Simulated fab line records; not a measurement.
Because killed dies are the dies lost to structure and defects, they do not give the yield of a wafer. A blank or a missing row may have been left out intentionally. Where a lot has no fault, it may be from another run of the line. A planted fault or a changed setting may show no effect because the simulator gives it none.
Struck lot and sound lot, side by side | flow sky130 | 15 out of 708 route steps
Sound: these wafers, L741.1, L741.5, L741.6. Struck: wafer L744.4 (left out: L744.5, a lot-mate that was not struck); the cause follows at the end.
Order at every step that has rows: each side's tool, ch and its chambers, its first start. Under that, the readings that differ: sound wafers | struck wafers | difference of the means | sigmas: that difference in standard deviations of wafers without a fault.
alike: a reading whose means differ by less than 2 such deviations, as well as words and numbers matching on both sides. not compared: withheld readings; readings where some wafer has no value; bounds like >300 that might hide an equal value; numbers whose values overlap and for which the record gives no deviation.
Wherever a step has rows on one side only, a row that says differs or no value, or a row with sigmas, the two part there. Numbers that don't overlap but have no deviation are shown without sigmas and don't part them. A reading missing from all wafers of one side parts the sides only when that side holds two or more wafers.

first, 2 steps without rows for these wafers: SKY_VIA4_PEB_09; SKY_VIA4_DEVELOP_10 (develop time 60 s).
SKY_VIA4_OVL_MEAS_11:
  sound on overlay-01, day 43 22:59; struck on overlay-01, day 44 19:49
  alike: VIA4_OVL
SKY_VIA4_ETCH_12: etches SiO2 in C4F8/O2/Ar, stops on TiN, target depth 580 nm.
  sound on rieDiel-02 ch 2,3, day 43 23:01; struck on rieDiel-01 ch 1, day 44 19:50
  alike: oesProductAu
SKY_VIA4_STRIP_13: strips in O2/N2.
  sound on plasmaAsher-04 ch 0,1, day 43 23:05; struck on plasmaAsher-01 ch 0, day 44 19:56
  alike: drypumpMotorCurrentA, oesProductAu, stripTimeToEndpointS
  not compared: rfHoursCounterH
then, 3 steps without rows for these wafers: SKY_VIA4_STRIP_14 (strips in post etch residue remover, time 1200 s); SKY_VIA4_CLEAN_15 (cleans in IPA, time 180 s); SKY_VIA4_CLEAN_16 (cleans in O3/DIW).
SKY_VIA4_SPUTTER_17: material TiN, target thk 20 nm, time 80 s.
  sound on pvdSputter-04, day 43 23:41; struck on pvdSputter-04, day 44 20:35
  alike: chamberPressurePa, throttleValvePct
SKY_VIA4_CVD_18: deposits W, target thk 505 nm, time 152.14 s.
  sound on cvdW-02 ch 0,1, day 43 23:44; struck on cvdW-02 ch 0, day 44 20:42
  alike: heaterPowerW
SKY_VIA4_RS_MEAS_19: uses a four-point probe to measure.
  sound on filmMetro-02, day 43 23:53; struck on filmMetro-03, day 44 20:52
  alike: VIA4_W_RS
SKY_VIA4_THK_MEAS_20: measures by xrf.
  sound on filmMetro-02, day 44 00:01; struck on filmMetro-03, day 44 20:57
reading         | sound       | struck | difference | sigmas
VIA4_W_THK (nm) | 507 524 519 | 537    | +20        | +2
SKY_VIA4_CMP_21: polishes, stops on SiO2, t overpolish 25 s, target thk 0 nm.
  sound on cmp-02 ch 1,2,3, day 44 00:13; struck on cmp-01 ch 3, day 44 21:05
reading             | sound                | struck | difference | sigmas
overpolishRunS (s)  | 25.002 24.999 25.000 | 0.032  | -24.968    | -99 or more
timeToEndpointS (s) | 121 134 125          | 191    | +64        | +9
  alike: motorCurrentA, slurryFlowMlMin
SKY_METAL5_SPUTTER_00: material Ti, target thk 15 nm, time 10 s.
  rows exist in the record for the sound wafers here (pvdSputter-03, day 44 00:22), none for the struck ones
-- the record jumps here: 3 days lie between the struck wafers' starts before and after (it left off in module METAL5 and takes up again in module PAD_OPEN, whose first step shown is number 708 of the route) --
SKY_PAD_OPEN_PROBE_99:
  record: rows for the struck wafers here (prober-02, day 47 15:23), none for the sound ones

WHERE THEY PART
First at SKY_VIA4_THK_MEAS_20; last, within this record, at SKY_PAD_OPEN_PROBE_99.

WHY: the cause the simulator had injected
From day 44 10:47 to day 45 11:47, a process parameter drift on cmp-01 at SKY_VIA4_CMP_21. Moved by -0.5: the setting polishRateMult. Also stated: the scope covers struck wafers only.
